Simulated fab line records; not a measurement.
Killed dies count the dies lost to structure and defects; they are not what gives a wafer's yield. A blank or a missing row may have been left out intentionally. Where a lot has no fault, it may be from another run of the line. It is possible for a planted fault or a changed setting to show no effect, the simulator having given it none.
Comparing a struck lot with a sound one / flow sfqLine / 43 steps out of a route of 325
Sound: the wafers L561.2, L561.3, L561.6. The struck wafers were L571.1, L571.5, L571.6. The cause comes at the end.
Order at every step that has rows: each side's tool, ch and its chambers, its first start. Under that, the readings that differ: sound wafers / struck wafers / difference of the means / sigmas: that difference in standard deviations of wafers without a fault.
alike: words and numbers the same on both sides, and readings whose means are apart by under 2 such deviations; not compared: readings that were withheld, readings missing a value for some wafer, numbers with overlapping values and no deviation given by the record, and bounds like >300 which may hide the same value.
A row with sigmas, a row that says differs or no value, or rows on one side alone: a step with any of these is where the two part. Numbers that don't overlap but have no deviation are shown without sigmas and don't part them. A reading that every wafer of one side lacks parts them only if that side has two wafers or more.

first, 6 steps without rows for these wafers: SFQ_TRILAYER_M5_LITHO_COAT_128 (resist thk 62 nm); SFQ_TRILAYER_M5_LITHO_COAT_123 (resist thk 600 nm); SFQ_TRILAYER_M5_LITHO_SOFTBAKE_127; SFQ_TRILAYER_M5_LITHO_EXPOSE_124 (exposes mask M5, target cd 700 nm); SFQ_TRILAYER_M5_LITHO_PEB_126 (peb time 60 s); SFQ_TRILAYER_M5_LITHO_DEVELOP_125 (time 60 s).
SFQ_M5_OVL_MEAS_932:
  sound: overlay-02 at day 68 01:27; struck: overlay-01 at day 70 23:15
  alike: M5_OVL
SFQ_TRILAYER_M5_BARC_OPEN_METAL_ETCH_161: etches BARC in O2, target depth 125 nm, time 41.7 s.
  sound on rieMetal-01 ch 0,1, day 68 01:29; struck on rieMetal-01 ch 0,1, day 70 23:17
  alike: biasW, drypumpMotorCurrentA, oesProductAu
  not compared: rfHoursCounterH
SFQ_TRILAYER_M5_ETCH_METAL_ETCH_126: etches Nb in Cl2/BCl3, stops on SiO2, time 203.2 s, target depth 265 nm.
  sound on rieMetal-01 ch 0,1, day 68 01:32; struck on rieMetal-01 ch 0,1, day 70 23:20
  alike: biasW, drypumpMotorCurrentA, oesProductAu
  not compared: rfHoursCounterH
then, 2 steps without rows for these wafers: SFQ_TRILAYER_M5_STRIP_STRIP_127 (strips in O2); SFQ_TRILAYER_M5_STRIP_SOLV_CLEAN_128 (cleans in NMP, time 600 s).
SFQ_TRILAYER_A5B_DEP_PECVD_129: deposits SiO2 from SiH4/N2O, time 133.33 s, target thk 600 nm.
  sound on pecvd-04 ch 0,1, day 68 02:41; struck on pecvd-04 ch 0,1, day 71 00:19
  alike: heaterPowerW, throttleValvePct
SFQ_TRILAYER_A5B_CMP_CMP_130: polishes, stops on Nb, target thk 340.7 nm.
  sound on cmp-01 ch 1,2,3, day 68 20:34; struck on cmp-02 ch 2,3, day 71 00:54
  no value came back on the struck wafers for edgeZonePressureFrac, headPressurePsi (psi), motorCurrentA (A); on the sound wafers edgeZonePressureFrac reads 1.004 1.003 0.988
reading=model.SiO2_of_TRILAYER_A5B_DEP_PECVD_129.thkNm (nm); sound=329.4 337 342.9; struck=585.4 597.3 601; difference=+258.1; sigmas=
SFQ_TRILAYER_A5B_METRO_MEASURE_131:
  sound: filmMetro-04 at day 68 23:16; struck: filmMetro-03 at day 71 03:24
reading=thkNm (nm); sound=329 337 343; struck=585 597 601; difference=+258; sigmas=+43
then, 3 steps without rows for these wafers: SFQ_TRILAYER_R5_DEP_SPUTTER_132 (material Ti, target thk 5 nm, time 5 s); SFQ_TRILAYER_R5_DEP_SPUTTER_133 (material MoNx, target thk 40 nm, time 66.7 s); SFQ_TRILAYER_R5_DEP_SPUTTER_134 (material Ti, target thk 5 nm, time 5 s).
SFQ_R5_RS_MEAS_933: a four-point-probe measurement.
  sound: filmMetro-01 at day 69 00:22; struck: filmMetro-02 at day 71 04:42
  alike: R5_MONX_RS
SFQ_R5_THK_MEAS_934: measures by xrf.
  sound: filmMetro-01 at day 69 00:29; struck: filmMetro-02 at day 71 04:49
  alike: R5_MONX_THK
then, 6 steps without rows for these wafers: SFQ_TRILAYER_R5_LITHO_COAT_141 (resist thk 62 nm); SFQ_TRILAYER_R5_LITHO_COAT_136 (resist thk 600 nm); SFQ_TRILAYER_R5_LITHO_SOFTBAKE_140; SFQ_TRILAYER_R5_LITHO_EXPOSE_137 (exposes mask R5, target cd 500 nm); SFQ_TRILAYER_R5_LITHO_PEB_139 (peb time 60 s); SFQ_TRILAYER_R5_LITHO_DEVELOP_138 (time 60 s).
SFQ_R5_OVL_MEAS_935:
  sound: overlay-02 at day 69 03:07; struck: overlay-02 at day 71 07:08
  alike: R5_OVL
then, 4 steps without rows for these wafers: SFQ_TRILAYER_R5_BARC_OPEN_METAL_ETCH_177 (etches BARC in O2, target depth 125 nm, time 41.7 s); SFQ_TRILAYER_R5_ETCH_METAL_ETCH_139 (etches the open film in Cl2, stops on SiO2, target depth 60 nm, time 40 s); SFQ_TRILAYER_R5_STRIP_STRIP_140 (strips in O2); SFQ_TRILAYER_R5_STRIP_SOLV_CLEAN_141 (cleans in NMP, time 600 s).
SFQ_TRILAYER_A5C_DEP_PECVD_142: deposits SiO2 from SiH4/N2O, time 15.556 s, target thk 70 nm.
  sound on pecvd-02 ch 0,1,2, day 69 04:02; struck on pecvd-02 ch 0,1,2, day 71 08:03
  alike: heaterPowerW, throttleValvePct
then, 6 steps without rows for these wafers: SFQ_TRILAYER_I5_LITHO_COAT_149 (resist thk 62 nm); SFQ_TRILAYER_I5_LITHO_COAT_144 (resist thk 650 nm); SFQ_TRILAYER_I5_LITHO_SOFTBAKE_148; SFQ_TRILAYER_I5_LITHO_EXPOSE_145 (exposes mask I5, target cd 700 nm); SFQ_TRILAYER_I5_LITHO_PEB_147 (peb time 60 s); SFQ_TRILAYER_I5_LITHO_DEVELOP_146 (time 60 s).
-- the record jumps here: 6 days lie between the struck wafers' starts before and after --
SFQ_I5_OVL_MEAS_936:
  sound: overlay-01 at day 73 18:01; struck: overlay-02 at day 77 01:28
  alike: I5_OVL
then, 2 steps without rows for these wafers: SFQ_TRILAYER_I5_BARC_OPEN_VIA_ETCH_200 (etches BARC in O2, target depth 125 nm, time 41.7 s); SFQ_TRILAYER_I5_ETCH_VIA_ETCH_147 (etches the open film in CHF3, stops on Nb, target depth 360 nm).
SFQ_TRILAYER_I5_STRIP_STRIP_148: strips in O2.
  sound on rieMetal-01 ch 0,1, day 73 18:14; struck on rieMetal-01 ch 0,1, day 77 01:41
  alike: drypumpMotorCurrentA, oesProductAu
  not compared: rfHoursCounterH
then, 1 step without rows for these wafers: SFQ_TRILAYER_I5_STRIP_SOLV_CLEAN_149 (cleans in NMP, time 600 s).
-- the record jumps here: 20 days lie between the struck wafers' starts before and after --
SFQ_M8_BOW_MEAS_951:
  sound: filmMetro-03 at day 87 07:56; struck: filmMetro-01 at day 96 23:00
reading=model.etest.i5.linkOhm; sound=2.271 2.259 2.268; struck=2.374 2.397 2.397; difference=+0.123; sigmas=
  alike: M8_BOW

WHERE THEY PART
Last at SFQ_TRILAYER_A5B_METRO_MEASURE_131 as far as this record goes, first at SFQ_TRILAYER_A5B_CMP_CMP_130. Later steps at which nothing parts them and some readings are alike: SFQ_R5_RS_MEAS_933, SFQ_R5_THK_MEAS_934, SFQ_R5_OVL_MEAS_935, SFQ_TRILAYER_A5C_DEP_PECVD_142, SFQ_I5_OVL_MEAS_936, SFQ_TRILAYER_I5_STRIP_STRIP_148, SFQ_M8_BOW_MEAS_951.

WHY: what had been put in by the simulator
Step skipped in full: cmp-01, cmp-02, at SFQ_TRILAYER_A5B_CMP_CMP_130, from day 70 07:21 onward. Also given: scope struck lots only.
